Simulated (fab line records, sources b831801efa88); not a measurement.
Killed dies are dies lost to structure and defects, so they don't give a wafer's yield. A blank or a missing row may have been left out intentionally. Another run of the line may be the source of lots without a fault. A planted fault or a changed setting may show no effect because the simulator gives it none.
A struck lot beside a sound one	flow sky130	14 steps out of a route of 708
Sound: the wafers L452.3, L452.4, L452.5. Wafers L448.1, L448.4, L448.5 were the ones struck. The cause is given at the end.
Order at every step that has rows: each side's tool, ch and its chambers, its first start. Under that, the readings that differ: sound wafers	struck wafers	difference of the means	sigmas: that difference in standard deviations of wafers without a fault.
alike: a reading whose means differ by less than 2 such deviations, as well as words and numbers matching on both sides. not compared: withheld readings; readings where some wafer has no value; bounds like >300 that might hide an equal value; numbers whose values overlap and for which the record gives no deviation.
Wherever a step has rows on one side only, a row that says differs or no value, or a row with sigmas, the two part there. When numbers do not overlap yet have no deviation, they are printed without sigmas and do not part them. Lack of a reading on every wafer of one side parts them only where that side has two or more wafers.

first, 6 steps without rows for these wafers: SKY_RES_XHIGH_COAT_02 (resist thk 1140 nm); SKY_RES_XHIGH_SOFTBAKE_03 (time 60 s); SKY_RES_XHIGH_EXPOSE_04 (exposes mask URPM, target cd 1270 nm); SKY_RES_XHIGH_PEB_05; SKY_RES_XHIGH_DEVELOP_06 (develop time 60 s); SKY_RES_XHIGH_IMPLANT_07.
SKY_RES_XHIGH_STRIP_08: strips in O2/N2.
  sound on plasma asher-04 ch 0,1, day 32 19:05; struck on plasma asher-01 ch 0,1, day 31 16:23
  alike: drypump motor current A, oes product au, strip time to endpoint s
  not compared: rf hours counter h
SKY_RES_XHIGH_TW_MEAS_09:
  sound on film metro-01, day 32 19:10; struck on film metro-01, day 31 16:29
  alike: RES_XHIGH_TW
then, 4 steps without rows for these wafers: SKY_SD_N_DEHYDRATE_00 (time 60 s); SKY_SD_N_HMDS_01 (prime time 60 s); SKY_SD_N_COAT_02 (resist thk 1140 nm); SKY_SD_N_SOFTBAKE_03 (time 60 s).
SKY_SD_N_EXPOSE_04: exposes mask NSDM, target cd 380 nm.
  struck on iline stepper-01, day 32 06:10; sound on iline stepper-02 ch 0, day 33 09:23
  no value came back on the struck wafers for exposure dose mJ cm2, focus offset nm (nm); on the sound wafers exposure dose mJ cm2 reads 140.68 140.98 140.75
  alike: mask
next, for these wafers, 1 step has no rows: SKY_SD_N_PEB_05.

== WHERE THEY PART ==
Only at SKY_SD_N_EXPOSE_04, within this record.

WHY: what the simulator had put in
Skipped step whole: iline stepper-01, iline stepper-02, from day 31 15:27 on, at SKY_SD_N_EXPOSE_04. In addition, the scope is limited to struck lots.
